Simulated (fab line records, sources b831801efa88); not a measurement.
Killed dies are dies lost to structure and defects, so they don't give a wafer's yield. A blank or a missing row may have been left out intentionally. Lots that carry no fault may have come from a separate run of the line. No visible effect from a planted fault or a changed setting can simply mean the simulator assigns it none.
Matching of chambers :: flow gf180mcu :: GF_V3_CMP_26 on cmp-02: 4 sister chambers
The step polishes, stops on SiO2, t overpolish 15 s, target thk 0 nm. 4 wafers are shown with their chamber, then 10 later ones without.

WAFERS PAIRED WITH THEIR CHAMBERS
wafer: L079.2
chamber: 1
motorCurrentA (A): 10.5

wafer: L084.6
chamber: 3
motorCurrentA (A): 9.5

wafer: L086.2
chamber: 2
motorCurrentA (A): 11.2

wafer: L086.5
chamber: 0
motorCurrentA (A): 10.5

WAFERS MISSING THEIR CHAMBER
wafer: L086.6
motorCurrentA (A): 11.0

wafer: L090.1
motorCurrentA (A): 11.7

wafer: L090.4
motorCurrentA (A): 9.3

wafer: L090.6
motorCurrentA (A): 10.5

wafer: L095.4
motorCurrentA (A): 11.8

wafer: L095.5
motorCurrentA (A): 10.0

wafer: L095.6
motorCurrentA (A): 11.9

wafer: L097.1
motorCurrentA (A): 11.2

wafer: L097.2
motorCurrentA (A): 9.1

wafer: L097.3
motorCurrentA (A): 10.7

WHICH CHAMBER EACH WENT THROUGH
wafer: L086.6
from the rows above: can't be placed: 2 or 0 or 1
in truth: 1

wafer: L090.1
from the rows above: can't be placed: 2 or 0 or 1
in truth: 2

wafer: L090.4
from the rows above: 3
in truth: 3

wafer: L090.6
from the rows above: can't be placed: 0 or 1 or 2
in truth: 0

wafer: L095.4
from the rows above: can't be placed: 2 or 0 or 1
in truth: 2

wafer: L095.5
from the rows above: can't be placed: 0 or 1 or 3 or 2
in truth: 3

wafer: L095.6
from the rows above: can't be placed: 2 or 0 or 1
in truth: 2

wafer: L097.1
from the rows above: can't be placed: 2 or 0 or 1
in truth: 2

wafer: L097.2
from the rows above: 3
in truth: 3

wafer: L097.3
from the rows above: can't be placed: 0 or 1 or 2
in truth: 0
2 of 10 placed correctly. Can't be placed from these rows: 8 (the true chamber is among the candidates in 8). Placed wrongly: 0.
How it was worked out, from the rows above alone: a wafer's distance from a chamber is the root of the sum, over the readings, of the square of ((its reading less the chamber's mean) divided by the reading's scatter). If the next closest chamber is less than 2 further off than the closest, the wafer can't be placed; otherwise it belongs to the closest. The mean given for a chamber averages the wafers shown for that chamber. The scatter: root of mean squared gap, hidden wafer to nearest shown wafer, with one shown wafer a chamber.
